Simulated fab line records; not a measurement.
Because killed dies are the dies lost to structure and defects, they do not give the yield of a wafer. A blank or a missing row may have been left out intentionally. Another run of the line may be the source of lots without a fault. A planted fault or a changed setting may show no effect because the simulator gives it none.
A lot that was struck, set against a sound lot / flow gf180mcu / 23 out of 602 route steps
Sound: these wafers, L324.1, L324.4, L324.6. Struck: wafer L330.3. (L330.4 of the same lot was not struck and is left out.) The cause comes at the end.
Order at every step that has rows: each side's tool, ch and its chambers, its first start. Under that, the readings that differ: sound wafers / struck wafers / difference of the means / sigmas: that difference in standard deviations of wafers without a fault.
alike: a reading whose means differ by less than 2 such deviations, as well as words and numbers matching on both sides. not compared: withheld readings; readings where some wafer has no value; bounds like >300 that might hide an equal value; numbers whose values overlap and for which the record gives no deviation.
Wherever a step has rows on one side only, a row that says differs or no value, or a row with sigmas, the two part there. Numbers that don't overlap but have no deviation are shown without sigmas and don't part them. A reading that every wafer of one side lacks parts them only if that side has two wafers or more.

GF_V2_RS_MEAS_24: a four-point-probe measurement.
  sound: film metro-04 at day 22 08:25; struck: film metro-03 at day 24 07:04
  alike: V2_W_RS
GF_V2_THK_MEAS_25: measures by xrf.
  sound: film metro-04 at day 22 08:32; struck: film metro-03 at day 24 07:10
  alike: V2_W_THK
GF_V2_CMP_26: polishes, stops on SiO2, t overpolish 15 s, target thk 0 nm.
  sound on cmp-01 ch 0,1, day 22 08:36; struck on cmp-02 ch 3, day 24 07:18
reading=motor current A (A); sound=9.5 10.1 9.6; struck=11.3; difference=+1.6; sigmas=+2
reading=time to endpoint s (s); sound=81 85 79; struck=90; difference=+8; sigmas=+2
  alike: overpolish run s
GF_M3_SPUTTER_00: material Ti, target thk 37.5 nm, time 150 s.
  sound: pvd sputter-01 at day 22 08:54; struck: pvd sputter-01 at day 24 07:30
  alike: chamber pressure pa, throttle valve pct
GF_M3_SPUTTER_01: material TiN, target thk 30 nm, time 25 s.
  sound: pvd sputter-01 at day 22 09:00; struck: pvd sputter-01 at day 24 07:36
  alike: chamber pressure pa, throttle valve pct
then, 1 step without rows for these wafers: GF_M3_SPUTTER_02 (material AlCu, target thk 450 nm, time 23.9 s).
GF_M3_SPUTTER_03: material Ti, target thk 10 nm, time 6.7 s.
  sound: pvd sputter-01 at day 22 09:04; struck: pvd sputter-01 at day 24 07:40
  alike: chamber pressure pa, throttle valve pct
GF_M3_SPUTTER_04: material TiN, target thk 50 nm, time 41.7 s.
  sound: pvd sputter-01 at day 22 09:05; struck: pvd sputter-01 at day 24 07:41
  alike: chamber pressure pa, throttle valve pct
GF_M3_RS_MEAS_05: a four-point-probe measurement.
  sound: film metro-02 at day 22 09:07; struck: film metro-02 at day 24 07:46
  alike: M3_ALCU_RS
GF_M3_THK_MEAS_06: measures by xrf.
  sound: film metro-02 at day 22 09:14; struck: film metro-02 at day 24 07:52
  alike: M3_ALCU_THK
then, 2 steps without rows for these wafers: GF_M3_DEHYDRATE_07 (time 60 s); GF_M3_HMDS_08 (prime time 60 s).
GF_M3_COAT_09: resist thk 1000 nm.
  sound on litho track-02 ch 0, day 22 20:20; struck on litho track-02 ch 0, day 24 18:35
reading=model.KrF_of_M3_COAT_09.thk nm (nm); sound=996.9 999.6 995; struck=965.6; difference=-31.6; sigmas=
  alike: chill plate temp C, dispense pressure kPa
then, 4 steps without rows for these wafers: GF_M3_SOFTBAKE_10 (time 60 s); GF_M3_EXPOSE_11 (exposes mask Metal3, target cd 280 nm); GF_M3_PEB_12 (peb time 90 s); GF_M3_DEVELOP_13 (develop time 60 s).
GF_M3_CD_MEAS_14 targets a cd of 280 nm.
  sound: cd sem-02 at day 23 08:17; struck: cd sem-01 at day 25 05:33
  alike: cd nm
GF_M3_OVL_MEAS_15:
  sound: overlay-01 at day 23 08:24; struck: overlay-02 at day 25 05:38
  alike: M3_OVL
GF_M3_METAL_ETCH_16: etches the open film in Cl2/BCl3, stops on SiO2, target depth 750.8 nm, time 125.1 s.
  sound on rie metal-03 ch 0,1, day 23 08:26; struck on rie metal-03 ch 0, day 25 05:43
reading=model.KrF_of_M3_COAT_09.thk nm (nm); sound=680.1 675.4 679; struck=648.8; difference=-29.4; sigmas=
  alike: drypump motor current A, mfc cl2 sccm, oes product au, throttle valve pct
  not compared: rf hours counter h
GF_M3_STRIP_17: strips in O2/N2.
  sound on plasma asher-01 ch 1, day 23 08:34; struck on plasma asher-02 ch 0, day 25 05:50
reading=drypump motor current A (A); sound=5.4 5.4 5.4; struck=6.4; difference=+1.0; sigmas=+3
reading=heater power w (W); sound=329 332 334; struck=405; difference=+73; sigmas=+2
reading=oes product au (a.u.); sound=0.532 0.526 0.544; struck=0.523; difference=-0.011; sigmas=-2
reading=strip time to endpoint s (s); sound=7.35 7.30 7.34; struck=7.03; difference=-0.30; sigmas=-5
  alike: o2 flow sccm
  not compared: rf hours counter h
then, 1 step without rows for these wafers: GF_M3_STRIP_18 (strips in post etch residue remover, time 1200 s).
GF_PASSIVATION_PROBE_99:
  the record holds rows for the sound wafers here (prober-01, day 30 16:54) but none for the struck ones

## WHERE THEY PART
Earliest at GF_V2_CMP_26; latest, in this record, at GF_PASSIVATION_PROBE_99.

WHY: what had been put in by the simulator
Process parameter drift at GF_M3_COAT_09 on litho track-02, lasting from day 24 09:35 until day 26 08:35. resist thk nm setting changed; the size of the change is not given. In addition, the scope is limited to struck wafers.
